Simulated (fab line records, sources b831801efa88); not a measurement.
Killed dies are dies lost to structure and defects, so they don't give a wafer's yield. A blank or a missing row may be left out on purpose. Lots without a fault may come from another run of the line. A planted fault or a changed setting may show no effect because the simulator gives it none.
fab line records | flow gf180mcu
record lots=5 wafers=23
route steps=602 shown PASSIVATION@587
start_h: hours from the record's first day to the start of the lot's first wafer shown | wait_h: hours since the lot's step before | " the same as in the row above | L1.1+2: a row that stands for several wafers | - no value, or no start given | * or withheld: withheld | < > ~ a bound
route shown NAME@n: a module of which the file shows steps, and the number in the route of the first | usual: mean/standard deviation of fault-free wafers | same: alike in all rows | chamber/n: place in a boat | sites: the reading at each site | _std_site: their standard deviation | _edge_site: outer sites' mean less inner sites' | radius_mm: how far each site lies from the wafer's centre | mask NAME#n: copy n | behind: the tool/chamber that last shaped the wafer | hold: why the lot was held/for how many hours/how that ended | device: the transistor (n, p or np) that didn't switch | end of line: the same wafers' tests at the end of the route | a step without rows: its recipe alone | killed: dies lost to structure and defects at the first sort, not the wafer's yield | map: a wafer's dies, x killed, . not, _ none there
set.NAME: the setting as run; set.NAME@STEP: as run at that earlier step | model.NAME: the simulator's own value behind a step, which no gauge read
lots whose settings were changed on purpose; a table a step, a row a wafer
## steps
# step GF_PASSIVATION_CVD_00
# recipe material=SiO2 target_thk_nm=1000 precursor=TEOS temp_c=400 time_s=111.95 rf_w=600
# columns lot.wafer tool chamber start_h wait_h set.time_s model.SiO2_of_PASSIVATION_CVD_00.thk_nm
L074.1 pecvd-04 2 647.76 0.0 111.95 999
L074.2 " 1 " " 111.95 999.9
L074.3 " 0 " " 111.95 1012
L078.1 pecvd-02 1 679.19 0.0 111.95 1012
L078.2 " 0 " " 97.66 888.6
L078.3 " 2 " " 97.66 874.5
L078.4+6 " 0,2 " " 111.95 1021
L081.1 pecvd-04 2 704.77 0.0 111.95 990
L081.3 " 1 " " 111.95 972.6
L081.4 " 0 " " 111.95 1003
L081.5 " 2 " " 111.95 1010
L081.6 " 1 " " 111.95 1014
L082.1 pecvd-03 0 705.15 0.0 111.95 984.4
L082.3 " 1 " " 111.95 1000
L082.4 " 1 " " 124 1112
L082.5 " 0 " " 124 1113
L082.6 " 2 " " 124 1114
L085.1 pecvd-04 1 736.94 0.0 111.95 992.3
L085.2 " 0 " " 98.29 884.8
L085.3 " 2 " " 111.95 994.7
L085.4 " 2 " " 98.29 883.3
L085.6 " 1 " " 111.95 1021
# step GF_PASSIVATION_THK_MEAS_01
# recipe reads=SiO2_of_PASSIVATION_CVD_00
# usual PASSIVATION_CVD_00_THK=1007/14
# columns lot.wafer tool chamber start_h wait_h set.time_s@PASSIVATION_CVD_00 PASSIVATION_CVD_00_THK[nm]
L074.1 film_metro-02 - 647.84 0.0 111.95 998
L074.2 " - " " 111.95 1001
L074.3 " - " " 111.95 1012
L078.1 film_metro-03 - 679.31 0.1 111.95 1012
L078.2 " - " " 97.66 889
L078.3 " - " " 97.66 874
L078.4 " - " " 111.95 1022
L078.6 " - " " 111.95 1022
L081.1 film_metro-03 - 704.85 0.0 111.95 990
L081.3 " - " " 111.95 973
L081.4 " - " " 111.95 1002
L081.5 " - " " 111.95 1010
L081.6 " - " " 111.95 1014
L082.1 film_metro-01 - 705.22 0.0 111.95 984
L082.3 " - " " 111.95 1001
L082.4 " - " " 124 1112
L082.5 " - " " 124 1113
L082.6 " - " " 124 1113
L085.1 film_metro-02 - 737.02 0.0 111.95 993
L085.2 " - " " 98.29 885
L085.3 " - " " 111.95 995
L085.4 " - " " 98.29 884
L085.6 " - " " 111.95 1021
# step GF_PASSIVATION_DEVELOP_10
# recipe develop_time_s=60 dev_temp_c=23
# columns lot.wafer tool chamber start_h wait_h set.develop_time_s
L074.1+2+3 litho_track-03 0 - - 60
L078.1+4 litho_track-01 0 - - 64.25
L078.2+3+6 " 0 " " 60
L081.1+5 litho_track-03 0 - - 54.16
L081.3+4+6 " 0 " " 60
L082.1+5+6 litho_track-02 0 - - 60
L082.3+4 " 0 " " 64.81
L085.1+4 litho_track-02 0 - - 60
L085.2+3+6 " 0 " " 55.87
# step GF_PASSIVATION_ETCH_11
# recipe chemistry=CF4/O2 target_depth_nm=1800 stop_on=TiN source_w=800 bias_w=150 pressure_mtorr=150 cf4_flow_sccm=80 O2_flow_sccm=10 time_s=393.4
# usual oes_product_au=0.974/0.0066
# columns lot.wafer tool chamber start_h wait_h set.spin_rpm@TOP_METAL_COAT_09 set.time_s@PASSIVATION_CVD_00 oes_product_au model.PASSIVATION.feature_depth_nm model.etch.depth_nm
L074.1 rie_diel-04 1 667.68 - 3000 111.95 0.973 1695 1695
L074.2 " 2 " " 3000 111.95 0.970 1701 1701
L074.3 " 3 " " 3000 111.95 0.974 1708 1708
L078.1 rie_diel-04 0 698.93 - 3000 111.95 0.966 1706 -
L078.2 " 2 " " 3000 97.66 0.923 1579 -
L078.3 " 3 " " 2783 97.66 0.924 1574 1574
L078.4 " 1 " " 3000 111.95 0.975 1721 -
L078.6 " 2 " " 2783 111.95 0.976 1726 1726
L081.1 rie_diel-02 3 722.68 - 3000 111.95 0.968 1695 -
L081.3 " 0 " " 2850 111.95 0.962 1672 -
L081.4 " 2 " " 3000 111.95 0.965 1708 -
L081.5 " 2 " " 3000 111.95 0.980 1716 -
L081.6 " 1 " " 2850 111.95 0.983 1729 1729
L082.1 rie_diel-04 3 723.15 - 3000 111.95 0.974 1692 -
L082.3 " 2 " " 3000 111.95 0.971 1699 -
L082.4 " 1 " " 3000 124 0.994 1757 -
L082.5 " 0 " " 3114 124 0.991 1769 -
L082.6 " 3 " " 3114 124 0.995 1753 1753
L085.1 rie_diel-04 3 753.85 - 3211 111.95 0.960 1669 1669
L085.2 " 0 " " 3000 98.29 0.932 1585 -
L085.3 " 1 " " 3211 111.95 0.972 1688 1688
L085.4 " 2 " " 3000 98.29 0.933 1579 -
L085.6 " 0 " " 3000 111.95 0.985 1732 1732
## key
split step=GF_PASSIVATION_CVD_00 setting=time_s stated=111.95 by=wafer
response step=GF_PASSIVATION_CVD_00 reading=model.SiO2_of_PASSIVATION_CVD_00.thk_nm change=+10.5 per=1% r=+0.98
response step=GF_PASSIVATION_THK_MEAS_01 reading=PASSIVATION_CVD_00_THK change=+10.5 per=1% r=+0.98
response step=GF_PASSIVATION_ETCH_11 reading=oes_product_au change=+0.0031 per=1% r=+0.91
response step=GF_PASSIVATION_ETCH_11 reading=model.PASSIVATION.feature_depth_nm change=+9.12 per=1% r=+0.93
response step=GF_PASSIVATION_ETCH_11 reading=model.etch.depth_nm slope=+12 per=1% together_with=spin_rpm@TOP_METAL_COAT_09 explained=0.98
split step=GF_PASSIVATION_DEVELOP_10 setting=develop_time_s stated=60 by=wafer
response none clear
split outside_this_file step=GF_TOP_METAL_COAT_09 setting=spin_rpm
# split outside_this_file: this setting was split too, and the file shows its column; the key of that split is in another file
